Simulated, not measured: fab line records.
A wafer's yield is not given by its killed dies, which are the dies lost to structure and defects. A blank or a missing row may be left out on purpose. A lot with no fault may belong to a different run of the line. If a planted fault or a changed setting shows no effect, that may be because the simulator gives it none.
Matching of chambers | flow sky130 | SKY_VIA1_CMP_02 on cmp-01 has 4 sister chambers
The step polishes SiO2. 4 wafers are shown with their chamber, then 8 later ones without.

## WAFERS, EACH WITH ITS CHAMBER
wafer  | chamber | motor-current-A (A)
L112.3 | 0       | 14.3
L113.1 | 1       | 11.5
L113.5 | 3       | 12.9
L114.1 | 2       | 11.5

## WAFERS WITHOUT THEIR CHAMBER
wafer  | motor-current-A (A)
L114.4 | 12.0
L114.5 | 12.3
L121.3 | 12.8
L121.4 | 12.1
L121.6 | 13.3
L123.1 | 12.4
L123.2 | 11.4
L123.4 | 12.9

## EACH ONE'S CHAMBER
wafer  | from the rows above          | in truth
L114.4 | can't be placed: 1 or 2 or 3 | 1
L114.5 | can't be placed: 3 or 1 or 2 | 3
L121.3 | 3                            | 3
L121.4 | can't be placed: 1 or 2 or 3 | 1
L121.6 | can't be placed: 3 or 0      | 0
L123.1 | can't be placed: 3 or 1 or 2 | 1
L123.2 | can't be placed: 1 or 2      | 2
L123.4 | 3                            | 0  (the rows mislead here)
Correctly placed: 1 of 8. Not placeable from these rows: 6 (in 6, the candidates include the true chamber). Placed wrongly: 1.
How it was worked out, from the rows above alone: a wafer's distance from a chamber is the root of the sum, over the readings, of the square of ((its reading less the chamber's mean) divided by the reading's scatter). If the next closest chamber is less than 2 further off than the closest, the wafer can't be placed; otherwise it belongs to the closest. The mean given for a chamber averages the wafers shown for that chamber. The scatter (one wafer shown for each chamber): square how far every hidden wafer sits from the nearest shown wafer, average those squares and take the square root.
